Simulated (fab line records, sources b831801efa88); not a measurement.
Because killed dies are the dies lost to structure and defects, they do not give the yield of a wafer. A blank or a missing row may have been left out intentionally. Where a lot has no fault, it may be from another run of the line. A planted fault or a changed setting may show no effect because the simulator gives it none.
What tool caused it?	flow sky130	24 lots with 72 wafers sampled at 6 steps, on a route of 708 steps

## WHAT THE GAUGES READ, wafer by wafer
SKY_LI_CONTACT_THK_MEAS_23: measures by xrf.
lot	measured	on	LI_CONTACT_W_THK (nm)
L074	day 28 21:27	film-metro-02	391 396 391
L075	day 29 06:18	film-metro-04	394 392 396
L076	day 30 23:41	film-metro-04	391 394 396
L078	day 31 04:09	film-metro-02	398 398 397
L077	day 31 04:33	film-metro-04	395 394 397
L080	day 31 12:34	film-metro-03	395 395 393
L079	day 31 13:51	film-metro-03	391 398 394
L082	day 31 22:01	film-metro-02	398 394 400
L081	day 31 22:16	film-metro-02	400 394 396
L084	day 32 06:00	film-metro-02	391 389 396
L083	day 32 11:45	film-metro-04	395 392 391
L085	day 32 15:39	film-metro-02	398 399 395
L086	day 32 20:04	film-metro-04	396 393 397
L087	day 33 08:07	film-metro-02	398 397 394
L088	day 33 08:39	film-metro-04	393 394 389
L089	day 33 19:46	film-metro-02	400 397 394
L090	day 34 06:07	film-metro-02	403 392 396
L091	day 34 10:11	film-metro-02	393 400 399
L092	day 35 00:01	film-metro-03	392 385 394
L093	day 35 08:07	film-metro-02	389 395 391
L094	day 35 10:20	film-metro-02	399 396 401
L095	day 35 15:26	film-metro-02	391 395 392
L096	day 36 05:29	film-metro-03	387 384 386
L097	day 36 06:07	film-metro-04	392 394 395

SKY_LOCAL_INTERCONNECT_RS_MEAS_01: the measuring method here is four-point-probe.
lot	measured	on	LOCAL_INTERCONNECT_TIN_RS (ohm/sq)
L074	day 28 21:53	film-metro-01	13.92 13.93 14.04
L075	day 29 06:43	film-metro-03	13.93 13.91 13.92
L076	day 31 00:06	film-metro-01	13.92 13.85 13.74
L078	day 31 04:35	film-metro-02	14.10 14.23 14.24
L077	day 31 05:05	film-metro-01	14.25 14.30 14.15
L080	day 31 13:01	film-metro-01	14.08 14.22 14.21
L079	day 31 14:17	film-metro-02	14.10 14.20 14.11
L082	day 31 22:26	film-metro-01	14.31 14.21 14.34
L081	day 31 22:43	film-metro-03	14.21 14.18 14.22
L084	day 32 06:26	film-metro-03	14.27 14.15 14.09
L083	day 32 12:10	film-metro-02	14.26 14.54 14.27
L085	day 32 16:05	film-metro-01	14.47 14.45 14.41
L086	day 32 20:32	film-metro-02	14.21 14.19 14.21
L087	day 33 08:32	film-metro-02	14.19 14.06 14.02
L088	day 33 09:05	film-metro-03	14.17 14.46 14.31
L089	day 33 20:13	film-metro-02	14.56 14.24 14.54
L090	day 34 06:33	film-metro-03	14.02 14.07 14.14
L091	day 34 10:37	film-metro-02	14.14 14.11 14.15
L092	day 35 00:26	film-metro-01	14.25 13.93 14.09
L093	day 35 08:32	film-metro-03	14.20 14.03 14.09
L094	day 35 10:45	film-metro-02	14.15 14.03 14.07
L095	day 35 15:51	film-metro-03	14.40 14.44 14.39
L096	day 36 05:56	film-metro-01	14.13 14.04 13.91
L097	day 36 06:32	film-metro-03	14.27 14.21 14.27

SKY_CONTACT_THK_MEAS_01.
lot	measured	on	CONTACT_CVD_00_THK (nm)
L074	day 30 02:41	film-metro-01	75.2 75.8 75.4
L075	day 30 11:40	film-metro-01	73.8 75.3 75.7
L076	day 32 05:13	film-metro-01	74.4 74.6 74.2
L078	day 32 07:18	film-metro-04	74.6 74.8 75.2
L077	day 32 08:50	film-metro-03	73.5 75.2 74.7
L080	day 32 16:51	film-metro-03	74.1 74.1 74.3
L079	day 32 18:02	film-metro-04	75.8 76.3 76.8
L082	day 33 01:44	film-metro-03	74.9 75.0 75.6
L081	day 33 02:41	film-metro-01	73.3 74.8 74.9
L084	day 33 10:04	film-metro-04	73.7 75.3 74.6
L083	day 33 15:28	film-metro-01	74.0 73.8 75.1
L085	day 33 19:19	film-metro-03	74.0 75.6 75.0
L086	day 34 00:40	film-metro-03	74.6 75.0 76.3
L087	day 34 13:08	film-metro-03	74.4 73.9 74.5
L088	day 34 13:52	film-metro-04	74.4 73.7 74.5
L089	day 35 00:17	film-metro-04	73.7 74.7 75.2
L090	day 35 10:06	film-metro-03	73.8 76.0 76.2
L091	day 35 14:47	film-metro-01	76.0 75.3 75.6
L092	day 36 03:16	film-metro-04	75.0 77.3 75.1
L093	day 36 11:15	film-metro-01	73.8 74.2 74.2
L094	day 36 13:35	film-metro-01	75.7 73.8 77.3
L095	day 36 18:20	film-metro-04	73.2 74.2 73.5
L096	day 37 08:47	film-metro-01	75.0 75.9 75.1
L097	day 37 09:28	film-metro-01	73.6 74.4 75.5

SKY_CONTACT_CD_MEAS_14: the cd target is 170 nm.
lot	measured	on	cd-nm (nm)
L074	day 31 07:04	cd-sem-02	170.1 168.3 171.2
L075	day 31 16:24	cd-sem-02	173.3 171.2 171.1
L076	day 33 08:33	cd-sem-02	171.8 171.1 171.4
L078	day 33 10:18	cd-sem-01	171.2 169.9 171.7
L077	day 33 11:57	cd-sem-01	167.7 169.3 169.8
L080	day 33 20:10	cd-sem-01	170.8 169.9 170.6
L079	day 33 22:22	cd-sem-01	169.7 169.7 170.9
L082	day 34 04:49	cd-sem-02	170.9 169.4 170.6
L081	day 34 06:40	cd-sem-02	170.3 170.2 170.3
L084	day 34 13:15	cd-sem-02	171.1 171.3 170.8
L083	day 34 19:24	cd-sem-01	168.8 168.2 169.1
L085	day 34 22:56	cd-sem-02	167.5 168.2 169.4
L086	day 35 03:18	cd-sem-01	171.6 171.8 171.9
L087	day 35 15:10	cd-sem-02	170.1 172.1 171.8
L088	day 35 15:59	cd-sem-02	167.7 168.3 169.1
L089	day 36 02:32	cd-sem-02	170.4 170.8 168.4
L090	day 36 12:37	cd-sem-02	173.1 170.4 170.8
L091	day 36 16:55	cd-sem-02	170.5 170.6 168.7
L092	day 37 05:52	cd-sem-01	169.8 169.6 170.4
L093	day 37 13:21	cd-sem-02	168.7 168.7 169.5
L094	day 37 16:43	cd-sem-01	172.5 173.0 171.6
L095	day 37 21:27	cd-sem-02	169.2 170.0 168.9
L096	day 38 11:59	cd-sem-01	168.1 167.8 168.6
L097	day 38 12:33	cd-sem-02	171.4 169.9 171.6

SKY_CONTACT_THK_MEAS_26: measures by xrf.
lot	measured	on	CONTACT_W_THK (nm)
L074	day 31 08:17	film-metro-03	339 339 326
L075	day 31 17:40	film-metro-01	345 342 345
L076	day 33 10:14	film-metro-03	332 325 328
L078	day 33 11:59	film-metro-01	339 339 341
L077	day 33 13:11	film-metro-04	333 335 334
L080	day 33 21:20	film-metro-04	334 338 334
L079	day 33 23:31	film-metro-01	337 334 335
L082	day 34 06:01	film-metro-01	342 342 337
L081	day 34 07:49	film-metro-01	341 337 337
L084	day 34 14:28	film-metro-01	340 339 340
L083	day 34 20:36	film-metro-01	338 328 341
L085	day 35 00:05	film-metro-01	327 327 332
L086	day 35 04:29	film-metro-03	334 332 335
L087	day 35 16:20	film-metro-03	337 338 333
L088	day 35 17:10	film-metro-04	337 345 338
L089	day 36 03:43	film-metro-04	334 335 330
L090	day 36 13:47	film-metro-03	333 328 341
L091	day 36 18:04	film-metro-03	324 336 325
L092	day 37 07:02	film-metro-04	338 334 332
L093	day 37 14:31	film-metro-01	341 342 343
L094	day 37 17:54	film-metro-04	341 336 332
L095	day 37 22:37	film-metro-03	345 343 339
L096	day 38 13:11	film-metro-03	332 331 338
L097	day 38 13:47	film-metro-03	338 335 342

## TOOL THAT RAN EACH LOT (tool first, then ch and the chambers of the sampled wafers, then the start)
lot	SKY_CONTACT_CVD_24
L074	cvd-w-01 ch 0,1, day 31 08:04
L075	cvd-w-01 ch 1, day 31 17:26
L076	cvd-w-02 ch 0,1, day 33 10:00
L078	cvd-w-01 ch 1, day 33 11:45
L077	cvd-w-02 ch 0,1, day 33 12:58
L080	cvd-w-01 ch 0,1, day 33 21:06
L079	cvd-w-02 ch 0,1, day 33 23:18
L082	cvd-w-02 ch 0,1, day 34 05:46
L081	cvd-w-02 ch 0,1, day 34 07:36
L084	cvd-w-02 ch 0,1, day 34 14:14
L083	cvd-w-01 ch 0,1, day 34 20:22
L085	cvd-w-01 ch 0,1, day 34 23:53
L086	cvd-w-01 ch 0,1, day 35 04:15
L087	cvd-w-02 ch 0,1, day 35 16:05
L088	cvd-w-02 ch 0,1, day 35 16:56
L089	cvd-w-01 ch 0,1, day 36 03:28
L090	cvd-w-01 ch 0,1, day 36 13:32
L091	cvd-w-01 ch 0,1, day 36 17:51
L092	cvd-w-02 ch 0,1, day 37 06:47
L093	cvd-w-02 ch 0,1, day 37 14:17
L094	cvd-w-02 ch 0,1, day 37 17:40
L095	cvd-w-02 ch 0,1, day 37 22:23
L096	cvd-w-02 ch 0,1, day 38 12:59
L097	cvd-w-01 ch 0,1, day 38 13:33
- SKY_CONTACT_CVD_24: deposits W, target thk 340 nm, time 102.12 s.

## AS READ BY THE TOOLS THEMSELVES (means over the sampled wafers that have a number; for cases with no such wafer, the mark the record gives instead)
SKY_CONTACT_CVD_24.
lot	tool	heater-power-w (W)
L074	cvd-w-01	892
L075	cvd-w-01	864
L076	cvd-w-02	978
L078	cvd-w-01	879
L077	cvd-w-02	952
L080	cvd-w-01	905
L079	cvd-w-02	976
L082	cvd-w-02	915
L081	cvd-w-02	981
L084	cvd-w-02	962
L083	cvd-w-01	889
L085	cvd-w-01	909
L086	cvd-w-01	887
L087	cvd-w-02	910
L088	cvd-w-02	910
L089	cvd-w-01	925
L090	cvd-w-01	900
L091	cvd-w-01	913
L092	cvd-w-02	922
L093	cvd-w-02	935
L094	cvd-w-02	960
L095	cvd-w-02	978
L096	cvd-w-02	969
L097	cvd-w-01	893

## THE ANSWER, worked out from the rows above alone
Rule: what is usual is taken from the lots themselves. Put in order of their means at a reading, lots are off if they are a third of the lots or fewer, leave a main group of 4 or more, and stand apart from it by a gap of 3 or more times the standard deviation of the main group's means; of several such gaps the widest counts. A main group is skipped when, at the precision printed for the reading in the tables above, its means are all equal. A lot without any number at a reading at which 4 lots or more have one is off too. Any other lot the step has rows for is counted as sound. After the gauges, taken in route order, come the tools' own readings; for these a lot's mean is taken, as printed above. The first step at which some lot is off is used, and at that step the reading that is off furthest; a lot without a number counts as furthest.
No lot is off on any of the readings shown, so nothing can be concluded from this.

## WHAT WAS PUT IN BY THE SIMULATOR
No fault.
